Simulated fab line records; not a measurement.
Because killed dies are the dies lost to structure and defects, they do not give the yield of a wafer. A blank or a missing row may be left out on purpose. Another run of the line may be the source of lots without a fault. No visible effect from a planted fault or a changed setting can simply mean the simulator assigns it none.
Which tool was responsible? | flow gf180mcu | 18 wafers from 6 lots sampled at 2 of the route's 602 steps

WHAT THE GAUGES READ, wafer by wafer
GF_M4_THK_MEAS_06: measures by xrf.
lot  | measured     | on           | M4_ALCU_THK (nm)
L118 | day 23 00:01 | filmMetro-01 | 448 443 452
L120 | day 23 10:59 | filmMetro-04 | 448 445 444
L129 | day 27 00:15 | filmMetro-02 | 458 450 455
L132 | day 27 12:18 | filmMetro-02 | 455 451 445
L135 | day 28 21:34 | filmMetro-02 | 448 443 446
L137 | day 29 13:16 | filmMetro-01 | 437 448 435

WHICH TOOL RAN EACH LOT (tool, then ch and the chambers of the sampled wafers, then the start)
lot  | GF_V2_CLEAN_20
L118 | wetBench-01 ch 1, day 20 20:40
L120 | wetBench-04 ch 3, day 21 08:12
L129 | wetBench-01 ch 0, day 25 02:52
L132 | wetBench-04 ch 1, day 25 14:42
L135 | wetBench-03 ch 0, day 27 00:53
L137 | wetBench-03 ch 1, day 27 19:05
- GF_V2_CLEAN_20: cleans in DIW.

THE ANSWER, worked out from the rows above alone
Rule: the usual values come from the lots themselves. The widest of any qualifying gaps counts: lots, ordered by their means at a reading, are off when they make up no more than a third of the lots, leave a main group of 4 or more, and stand apart from it by 3 or more times the standard deviation of that group's means. A main group is skipped when, at the precision printed for the reading in the tables above, its means are all equal. Also off: a lot with no number at a reading for which 4 or more lots have one. All remaining lots with rows at the step are treated as sound.
Across all readings shown, no lot is off: no conclusion can be drawn from this.

WHAT WAS PUT IN BY THE SIMULATOR
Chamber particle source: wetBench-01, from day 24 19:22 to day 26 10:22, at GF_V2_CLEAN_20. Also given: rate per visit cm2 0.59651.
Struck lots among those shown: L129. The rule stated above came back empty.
